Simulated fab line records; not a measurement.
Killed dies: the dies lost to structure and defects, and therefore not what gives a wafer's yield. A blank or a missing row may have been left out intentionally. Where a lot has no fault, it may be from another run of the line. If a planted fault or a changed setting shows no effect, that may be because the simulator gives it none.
Problem report, 8D (eight disciplines) form, completed by code :: flow sfq_line :: the parts of the form that need people (team, actions taken, sign-off) are left out

## 1. WHAT WENT WRONG
Wafers without a fault read 60.00 rpm, standard deviation 0.04; platen_rpm at SFQ_TRILAYER_I7_CMP_CMP_184 reads a mean of 65.98 rpm on 5 wafers belonging to 2 lots. So: +99 or more standard deviations from the usual mean.
The step: polishes SiO2.
The first sign was on wafer L944.3 at day 81 10:30, on cmp-01. The record has a number at this step for 41 wafers belonging to 14 lots. Rule for "out", or "out of limits": more than 4 standard deviations from the usual mean. The other wafers with a number count as sound.

## 2. WHAT IT IS AND WHAT IT IS NOT
question: which readings at this step
is: platen_rpm
is not: motor_current_A

question: which lots
is: L944, L945
is not: L939, L941, L943, L952, L953, L954, L955, L956, L957, L958, L960, L961

question: which wafers of those lots
is: all that have a number
is not: -

question: read on which tools
is: cmp-01
is not: cmp-02

question: when
is: from day 81 10:30
is not: up to then (9 sound wafers); but 27 sound wafers of L952, L953, L954, L955, L956, L957, L958, L960, L961 came after

## 3. THE SUSPECTS, EACH WITH WHAT RULES IT OUT
Counting: a tool at a process step up to the reading stays a suspect if it ran every lot that is out and no sound lot after the first of them.
- cmp-01 at SFQ_TRILAYER_I7_CMP_CMP_184 (polishes SiO2): ruled out as a lasting fault. Following L944 (day 81 10:30), the first lot on it that is out, the sound lots L956, L961 were run on it.
Left after counting: nothing in the record.

## 4. THE CAUSE (what the simulator had put in)
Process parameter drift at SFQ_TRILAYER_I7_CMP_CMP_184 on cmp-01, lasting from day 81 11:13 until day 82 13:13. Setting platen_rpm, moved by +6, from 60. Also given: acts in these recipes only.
Counting ruled it out, wrongly.

## 5. SEQUENCE OF EFFECTS, ordered by route
Each row: a reading whose mean over the struck wafers that have a number lies more than 3 standard deviations from the usual. Only readings whose record carries a usual standard deviation are examined. hours: median over the lots of the time between each lot's start at the first step of this table that gives one and its start at this step. sigmas: the change, counted in usual standard deviations.
hours: 0
step: SFQ_TRILAYER_I7_CMP_CMP_184
reading: platen_rpm
usual: 60.00 rpm
on struck wafers: 65.98
change: +5.98
sigmas: +99 or more
It contains these process steps:
- SFQ_TRILAYER_I7_CMP_CMP_184: polishes SiO2.

## 6. HOW IT WOULD HAVE BEEN CAUGHT EARLIER
In this record the first reading out of limits was taken at day 81 10:30.
